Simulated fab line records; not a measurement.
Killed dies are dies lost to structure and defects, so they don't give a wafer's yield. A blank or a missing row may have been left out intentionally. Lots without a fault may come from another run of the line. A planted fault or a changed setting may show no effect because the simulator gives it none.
Comparing a struck lot with a sound one | flow sky130 | 16 out of 708 route steps
Sound: wafers L393.2, L393.5, L393.6. Wafers L390.2, L390.5, L390.6 were the ones struck. Last of all comes the cause.
For every step that has rows: the tool of each side, followed by ch and its chambers, followed by its first start. Under that, the readings that differ: sound wafers | struck wafers | difference of the means | sigmas: that difference in standard deviations of wafers without a fault.
alike: readings with means less than 2 such deviations apart, plus words and numbers identical on both sides. not compared: withheld readings, readings lacking a value on some wafer, bounds such as >300 that could conceal the same value, and numbers that have no deviation in the record and whose values overlap.
Wherever a step has rows on one side only, a row that says differs or no value, or a row with sigmas, the two part there. Numbers that have no deviation but don't overlap get no sigmas and don't part them. Lack of a reading on every wafer of one side parts them only where that side has two or more wafers.

first, 5 steps without rows for these wafers: SKY_SONOS_TUNNEL_COAT_02 (resist thk 1140 nm); SKY_SONOS_TUNNEL_SOFTBAKE_03 (time 60 s); SKY_SONOS_TUNNEL_EXPOSE_04 (exposes mask TUNM, target cd 410 nm); SKY_SONOS_TUNNEL_PEB_05; SKY_SONOS_TUNNEL_DEVELOP_06 (develop time 60 s).
SKY_SONOS_TUNNEL_CD_MEAS_07: target cd 410 nm.
  sound: cd-sem-01 at day 15 04:38; struck: cd-sem-02 at day 13 21:00
  reading    | sound             | struck            | difference | sigmas
  cd-nm (nm) | 407.2 403.8 406.1 | 411.2 411.6 410.0 | +5.2       | +2
SKY_SONOS_TUNNEL_OVL_MEAS_08:
  sound: overlay-01 at day 15 04:45; struck: overlay-02 at day 13 21:07
  alike: SONOS_TUNNEL_OVL
then, 3 steps without rows for these wafers: SKY_SONOS_TUNNEL_IMPLANT_09; SKY_SONOS_TUNNEL_WET_ETCH_10 (etches SiO2 in dHF, target depth 14 nm, time 280 s); SKY_SONOS_TUNNEL_STRIP_11 (strips in SPM, time 600 s).
SKY_SONOS_TUNNEL_TW_MEAS_12:
  sound: film-metro-04 at day 15 05:12; struck: film-metro-03 at day 13 21:34
  alike: SONOS_TUNNEL_TW
then, 1 step without rows for these wafers: SKY_SONOS_TUNNEL_CLEAN_13 (cleans in dHF, time 20 s).
SKY_SONOS_ONO_OXIDATION_00: stabilise 600 s, purge 300 s, target thk 2.6 nm.
  sound on furnace-01 ch 0, day 15 05:23; struck on furnace-02 ch 0, day 14 02:27
  reading                                          | sound             | struck            | difference | sigmas
  spike-tc-centre-C (C)                            | 801.7 802.1 801.1 | 799.2 800.2 797.8 | -2.6       | -2
  model.SiO2_of_SONOS_ONO_OXIDATION_00.thk-nm (nm) | 2.62 2.647 2.663  | 2.228 2.269 2.245 | -0.396     |
  alike: ramp-up-c-per-min, spike-tc-upper-C, zone-power-upper-pct
SKY_SONOS_ONO_THK_MEAS_01:
  sound: film-metro-03 at day 15 06:45; struck: film-metro-01 at day 14 03:49
  reading                      | sound          | struck         | difference | sigmas
  SONOS_ONO_OXIDATION_THK (nm) | 2.67 2.61 2.66 | 2.22 2.31 2.30 | -0.37      | -6
then, 1 step without rows for these wafers: SKY_SONOS_ONO_CVD_02 (deposits Si3N4 from DCS/NH3, target thk 10.5 nm, time 180 s).
-- the record jumps here: 34 days lie between the struck wafers' starts before and after (it left off in module SONOS_ONO and takes up again in module PAD_OPEN, whose first step shown is number 708 of the route) --
SKY_PAD_OPEN_PROBE_99:
  sound: prober-01 at day 48 16:15; struck: prober-02 at day 47 19:15
  reading                               | sound                   | struck                 | difference | sigmas
  killed-dies                           | 102 88 93               | 74 73 70               | -22        | -2
  killed-short                          | 50 43 45                | 36 30 29               | -14        | -2
  model.etest.cap-ono.gate-log10-a-cm2  | -7.925 -8.005 -7.849    | -7.499 -7.465 -7.653   | +0.387     |
  model.etest.cap-ono.tox-acc-nm (nm)   | 12.88 12.92 12.81       | 12.53 12.56 12.68      | -0.28      |
  model.etest.sonos-erased.vt-v (V)     | -2.324 -2.24 -2.323     | -2.482 -2.47 -2.458    | -0.174     |
  model.etest.sonos-baked.vt-less-v (V) | -0.4764 -0.4969 -0.5074 | -0.656 -0.6426 -0.6763 | -0.165     |
  alike: killed_at_M0_to_M3, killed_at_M4_up, killed-at-contacts, killed-at-front-end, killed-at-other, killed-open
  not compared: model.etest.sonos-erased.drive-ua-um

WHERE THEY PART
First at SKY_SONOS_TUNNEL_CD_MEAS_07; last, within this record, at SKY_PAD_OPEN_PROBE_99.

WHY: what had been put in by the simulator
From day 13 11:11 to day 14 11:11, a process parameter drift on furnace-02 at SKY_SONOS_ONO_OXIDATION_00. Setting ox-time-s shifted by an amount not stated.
